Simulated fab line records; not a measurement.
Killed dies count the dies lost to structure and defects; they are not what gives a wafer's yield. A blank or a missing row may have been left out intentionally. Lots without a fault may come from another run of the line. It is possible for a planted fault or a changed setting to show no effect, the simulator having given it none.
Which tool did it? -- flow sky130 -- Sampling: 15 lots, 45 wafers, 7 of 708 route steps

## WHAT THE GAUGES READ, wafer by wafer
SKY_SONOS_ONO_THK_MEAS_05.
lot,measured,on,SONOS_ONO_CVD_04_THK (nm)
L325,day 11 09:15,filmMetro-02,5.68 5.64 5.54
L326,day 11 17:30,filmMetro-02,5.57 5.62 5.80
L327,day 12 03:01,filmMetro-03,5.62 5.61 5.46
L328,day 12 08:04,filmMetro-01,5.80 5.79 5.91
L331,day 13 11:13,filmMetro-03,5.68 5.61 5.54
L333,day 14 05:40,filmMetro-03,5.72 5.75 5.72
L334,day 14 23:03,filmMetro-03,5.75 5.75 5.69
L336,day 15 06:18,filmMetro-01,5.64 5.76 5.56
L335,day 15 06:17,filmMetro-03,5.65 5.68 5.69
L338,day 16 20:47,filmMetro-01,5.67 5.51 5.56
L339,day 17 10:40,filmMetro-01,5.83 5.91 5.85
L341,day 17 12:31,filmMetro-02,5.58 5.61 5.67
L340,day 17 12:32,filmMetro-01,5.69 5.68 5.69
L342,day 17 15:30,filmMetro-02,5.69 5.59 5.53
L348,day 20 03:57,filmMetro-02,5.70 5.78 5.71

SKY_POLY_GATE_CD_MEAS_22.
lot,measured,on,cdNm (nm)
L325,day 15 23:26,cdSem-01,148.6 146.9 146.7
L326,day 16 15:52,cdSem-01,151.8 148.5 150.0
L327,day 17 01:51,cdSem-01,150.3 147.4 152.1
L328,day 17 07:11,cdSem-01,147.6 149.9 151.4
L331,day 18 14:26,cdSem-01,145.4 148.4 146.3
L333,day 19 08:53,cdSem-01,152.9 151.9 151.4
L334,day 20 07:49,cdSem-02,150.1 151.0 150.9
L336,day 20 14:26,cdSem-01,146.4 148.7 146.7
L335,day 20 14:24,cdSem-02,155.1 154.2 153.2
L338,day 22 06:25,cdSem-02,- - -
L339,day 22 19:56,cdSem-01,- - -
L341,day 23 00:17,cdSem-01,153.4 150.7 149.8
L340,day 22 23:05,cdSem-02,- - -
L342,day 23 02:24,cdSem-02,146.5 150.1 141.6
L348,day 25 11:25,cdSem-01,151.3 146.5 149.7

## WHICH TOOL RAN EACH LOT (tool, then ch and the chambers of the sampled wafers, then the start)
lot,SKY_VT_ADJUST_HVTP_STRIP_10,SKY_VT_ADJUST_HVTR_STRIP_10,SKY_POLY_GATE_ETCH_15,SKY_POLY_GATE_ETCH_16,SKY_POLY_GATE_ETCH_17
L325,"plasmaAsher-03 ch 0,1, day 6 01:24","plasmaAsher-01 ch 0,1, day 9 08:27","rieDiel-03 ch 0,2,3, day 15 21:44","rieDiel-03 ch 0,2,3, day 15 21:49","rieSi-02 ch 0,2, day 15 21:55"
L326,"plasmaAsher-03 ch 0,1, day 6 07:04","plasmaAsher-01 ch 0,1, day 9 15:19","rieDiel-02 ch 1,2,3, day 16 12:08","rieDiel-02 ch 1,2,3, day 16 12:13","rieSi-02 ch 0,2, day 16 12:19"
L327,"plasmaAsher-02 ch 0,1, day 6 13:23","plasmaAsher-01 ch 0,1, day 9 22:21","rieDiel-02 ch 0,1,3, day 16 20:48","rieDiel-02 ch 0,1,3, day 16 20:53","rieSi-01 ch 1,3, day 16 20:59"
L328,"plasmaAsher-02 ch 0, day 6 17:05","plasmaAsher-01 ch 0,1, day 10 02:41","rieDiel-03 ch 0,3, day 17 03:44","rieDiel-03 ch 0,3, day 17 03:49","rieSi-01 ch 0,1,2, day 17 03:55"
L331,"plasmaAsher-04 ch 0,1, day 7 14:02","plasmaAsher-03 ch 0,1, day 11 03:39","rieDiel-02 ch 0,3, day 18 12:41","rieDiel-02 ch 0,3, day 18 12:46","rieSi-02 ch 0,2, day 18 12:52"
L333,"plasmaAsher-02 ch 0,1, day 8 04:51","plasmaAsher-01 ch 0,1, day 11 20:45","rieDiel-01 ch 1,2, day 19 06:17","rieDiel-01 ch 1,2, day 19 06:22","rieSi-01 ch 0,2, day 19 06:28"
L334,"plasmaAsher-02 ch 0,1, day 8 19:36","plasmaAsher-04 ch 0,1, day 12 13:54","rieDiel-02 ch 0,1,3, day 20 04:48","rieDiel-02 ch 0,1,3, day 20 04:53","rieSi-02 ch 0,1,2, day 20 04:59"
L336,"plasmaAsher-02 ch 0,1, day 8 23:50","plasmaAsher-01 ch 0,1, day 12 18:16","rieDiel-03 ch 0,1, day 20 11:20","rieDiel-03 ch 0,1, day 20 11:25","rieSi-02 ch 0,1, day 20 11:31"
L335,"plasmaAsher-04 ch 0,1, day 9 01:18","plasmaAsher-03 ch 0,1, day 12 20:23","rieDiel-01 ch 1,3, day 20 12:35","rieDiel-01 ch 1,3, day 20 12:40","rieSi-01 ch 0,3, day 20 12:46"
L338,"plasmaAsher-03 ch 0,1, day 10 05:00","plasmaAsher-01 ch 0,1, day 14 06:15","rieDiel-03 ch 1,2,3, day 22 04:44","rieDiel-03 ch 1,2,3, day 22 04:49","rieSi-01 ch 0,2,3, day 22 04:55"
L339,"plasmaAsher-03 ch 0,1, day 10 14:59","plasmaAsher-01 ch 0,1, day 14 17:52","rieDiel-03 ch 1,2,3, day 22 18:11","rieDiel-03 ch 1,2,3, day 22 18:16","rieSi-02 ch 1,2, day 22 18:22"
L341,"plasmaAsher-02 ch 0,1, day 10 17:27","plasmaAsher-03 ch 0,1, day 14 20:48","rieDiel-01 ch 0,1,3, day 22 22:20","rieDiel-01 ch 0,1,3, day 22 22:25","rieSi-02 ch 0,1, day 22 22:31"
L340,"plasmaAsher-02 ch 0,1, day 10 18:23","plasmaAsher-03 ch 0,1, day 14 21:47","rieDiel-03 ch 0,3, day 22 21:20","rieDiel-03 ch 0,3, day 22 21:25","rieSi-01 ch 0,1,3, day 22 21:31"
L342,"plasmaAsher-02 ch 1, day 10 23:42","plasmaAsher-04 ch 0, day 15 02:56","rieDiel-03 ch 1,2,3, day 23 00:41","rieDiel-03 ch 1,2,3, day 23 00:46","rieSi-01 ch 0,1,3, day 23 00:52"
L348,"plasmaAsher-03 ch 0,1, day 12 13:00","plasmaAsher-03 ch 0,1, day 16 21:53","rieDiel-03 ch 0,2, day 25 09:41","rieDiel-03 ch 0,2, day 25 09:46","rieSi-01 ch 0,1,2, day 25 09:52"
- SKY_VT_ADJUST_HVTP_STRIP_10: strips in O2/N2.
- SKY_VT_ADJUST_HVTR_STRIP_10: strips in O2/N2.
- SKY_POLY_GATE_ETCH_15: etches BARC in N2/H2, stops on SiO2, time 118.5 s, target depth 110 nm.
- SKY_POLY_GATE_ETCH_16: etches Si3N4 in CH3F/O2, stops on poly-Si, time 147.5 s, target depth 75 nm.
- SKY_POLY_GATE_ETCH_17: etches poly-Si in HBr/Cl2, stops on SiO2, target depth 180 nm, time 70.5 s.

## WHAT THE TOOLS THEMSELVES READ (means of the sampled wafers that have a number; where no wafer has one, the mark that the record gives instead)
SKY_VT_ADJUST_HVTP_STRIP_10.
lot,tool,drypumpMotorCurrentA (A),oesProductAu (a.u.),stripTimeToEndpointS (s)
L325,plasmaAsher-03,6.0,0.717,14.15
L326,plasmaAsher-03,5.9,0.716,14.21
L327,plasmaAsher-02,5.5,0.716,14.18
L328,plasmaAsher-02,5.3,0.719,14.17
L331,plasmaAsher-04,5.3,0.717,14.17
L333,plasmaAsher-02,5.5,0.714,14.18
L334,plasmaAsher-02,5.7,0.715,14.11
L336,plasmaAsher-02,5.5,0.717,14.20
L335,plasmaAsher-04,5.6,0.718,14.16
L338,plasmaAsher-03,6.0,0.712,14.15
L339,plasmaAsher-03,6.0,0.720,14.22
L341,plasmaAsher-02,5.7,0.716,14.18
L340,plasmaAsher-02,5.5,0.713,14.17
L342,plasmaAsher-02,5.9,0.721,14.16
L348,plasmaAsher-03,5.9,0.716,14.19

SKY_VT_ADJUST_HVTR_STRIP_10.
lot,tool,drypumpMotorCurrentA (A),oesProductAu (a.u.),stripTimeToEndpointS (s)
L325,plasmaAsher-01,5.6,0.714,14.158
L326,plasmaAsher-01,5.4,0.712,14.171
L327,plasmaAsher-01,5.6,0.719,14.159
L328,plasmaAsher-01,5.6,0.722,14.188
L331,plasmaAsher-03,6.0,0.718,14.137
L333,plasmaAsher-01,5.6,0.714,14.195
L334,plasmaAsher-04,5.3,0.717,14.181
L336,plasmaAsher-01,5.6,0.713,14.168
L335,plasmaAsher-03,5.8,0.718,14.166
L338,plasmaAsher-01,5.6,0.715,14.174
L339,plasmaAsher-01,5.4,0.716,14.151
L341,plasmaAsher-03,5.9,0.716,14.192
L340,plasmaAsher-03,6.0,0.716,14.183
L342,plasmaAsher-04,5.9,0.719,14.177
L348,plasmaAsher-03,6.0,0.713,14.193

SKY_POLY_GATE_ETCH_15.
lot,tool,biasW (W),chamberPressureMTorr (mTorr),drypumpMotorCurrentA (A),oesProductAu (a.u.),throttleValvePct (%)
L325,rieDiel-03,99.98,30.003,5.5,0.720,13.211
L326,rieDiel-02,99.75,30.015,6.2,0.713,13.211
L327,rieDiel-02,100.04,29.997,6.3,0.713,13.219
L328,rieDiel-03,99.97,30.014,5.4,0.717,13.208
L331,rieDiel-02,100.17,30.004,6.3,0.716,13.210
L333,rieDiel-01,99.50,29.997,6.3,0.713,13.208
L334,rieDiel-02,99.90,30.022,6.3,0.711,13.211
L336,rieDiel-03,99.79,30.018,5.2,0.718,13.211
L335,rieDiel-01,100.07,29.984,6.6,0.717,13.214
L338,rieDiel-03,-,-,-,-,-
L339,rieDiel-03,-,-,-,-,-
L341,rieDiel-01,100.21,30.005,6.2,0.712,13.219
L340,rieDiel-03,-,-,-,-,-
L342,rieDiel-03,100.12,30.010,5.6,0.717,13.202
L348,rieDiel-03,100.17,30.014,5.3,0.715,13.207

SKY_POLY_GATE_ETCH_16.
lot,tool,O2_flow_sccm (sccm),biasW (W),drypumpMotorCurrentA (A),oesProductAu (a.u.),throttleValvePct (%)
L325,rieDiel-03,30.00,77.05,5.6,0.638,10.535
L326,rieDiel-02,30.01,76.97,6.1,0.641,10.522
L327,rieDiel-02,30.04,76.84,6.3,0.638,10.540
L328,rieDiel-03,30.20,76.81,5.3,0.640,10.539
L331,rieDiel-02,30.09,76.92,6.3,0.639,10.531
L333,rieDiel-01,30.01,77.07,6.2,0.647,10.531
L334,rieDiel-02,29.98,76.92,6.3,0.640,10.544
L336,rieDiel-03,29.95,76.89,5.2,0.635,10.543
L335,rieDiel-01,29.89,77.08,6.6,0.639,10.530
L338,rieDiel-03,30.01,76.94,5.6,0.375,10.491
L339,rieDiel-03,29.99,77.10,5.6,0.373,10.510
L341,rieDiel-01,29.99,77.07,6.2,0.640,10.529
L340,rieDiel-03,30.04,77.04,5.4,0.375,10.502
L342,rieDiel-03,30.03,76.93,5.6,0.640,10.536
L348,rieDiel-03,30.07,77.19,5.3,0.641,10.525

SKY_POLY_GATE_ETCH_17.
lot,tool,HBr_flow_sccm (sccm),biasW (W),drypumpMotorCurrentA (A),oesProductAu (a.u.),throttleValvePct (%)
L325,rieSi-02,150.2,99.95,5.7,0.977,33.681
L326,rieSi-02,149.6,100.07,5.7,0.988,33.694
L327,rieSi-01,149.8,99.96,5.8,0.988,33.680
L328,rieSi-01,150.1,100.23,5.1,0.986,33.695
L331,rieSi-02,150.3,99.60,5.7,0.991,33.689
L333,rieSi-01,149.9,99.61,5.0,0.984,33.689
L334,rieSi-02,150.0,100.02,5.5,0.981,33.680
L336,rieSi-02,150.3,100.10,5.5,0.989,33.682
L335,rieSi-01,150.5,99.75,5.6,0.987,33.680
L338,rieSi-01,150.0,99.64,5.3,0.271,33.690
L339,rieSi-02,150.2,99.94,5.3,0.270,33.681
L341,rieSi-02,149.5,100.04,5.5,0.989,33.704
L340,rieSi-01,150.4,99.96,5.4,0.274,33.686
L342,rieSi-01,149.8,100.06,5.4,0.990,33.692
L348,rieSi-01,150.1,99.85,5.1,0.993,33.697

## THE ANSWER, worked out from the rows above alone
Rule: usual is defined by the lots themselves. Put in order of their means at a reading, lots are off if they are a third of the lots or fewer, leave a main group of 4 or more, and stand apart from it by a gap of 3 or more times the standard deviation of the main group's means; of several such gaps the widest counts. If all means in a main group match to the digits the tables above print for the reading, that group is not used. A lot without any number at a reading at which 4 lots or more have one is off too. The other lots that the step has rows for count as sound. Order of review: gauges by route order, followed by the tools' own readings, for which a lot's mean as printed above is used. The first step at which some lot is off is used, and at that step the reading that is off furthest; a lot without a number counts as furthest.
Off: L338, L339, L340, at SKY_POLY_GATE_CD_MEAS_22 (cdNm). Without a number there: L338, L339, L340. The main group has a mean of 149.5 nm with a standard deviation of 2.3.
A tool fits if, at a process step before that reading, it ran every lot that is off, and no sound lot after the first of them. Not tried: the gauges at SKY_POLY_GATE_CD_MEAS_22; whatever is off there is also off at SKY_POLY_GATE_ETCH_15, on other tools, and gauge error can't account for it. No candidate that was tried fits.

## WHAT WAS PUT IN BY THE SIMULATOR
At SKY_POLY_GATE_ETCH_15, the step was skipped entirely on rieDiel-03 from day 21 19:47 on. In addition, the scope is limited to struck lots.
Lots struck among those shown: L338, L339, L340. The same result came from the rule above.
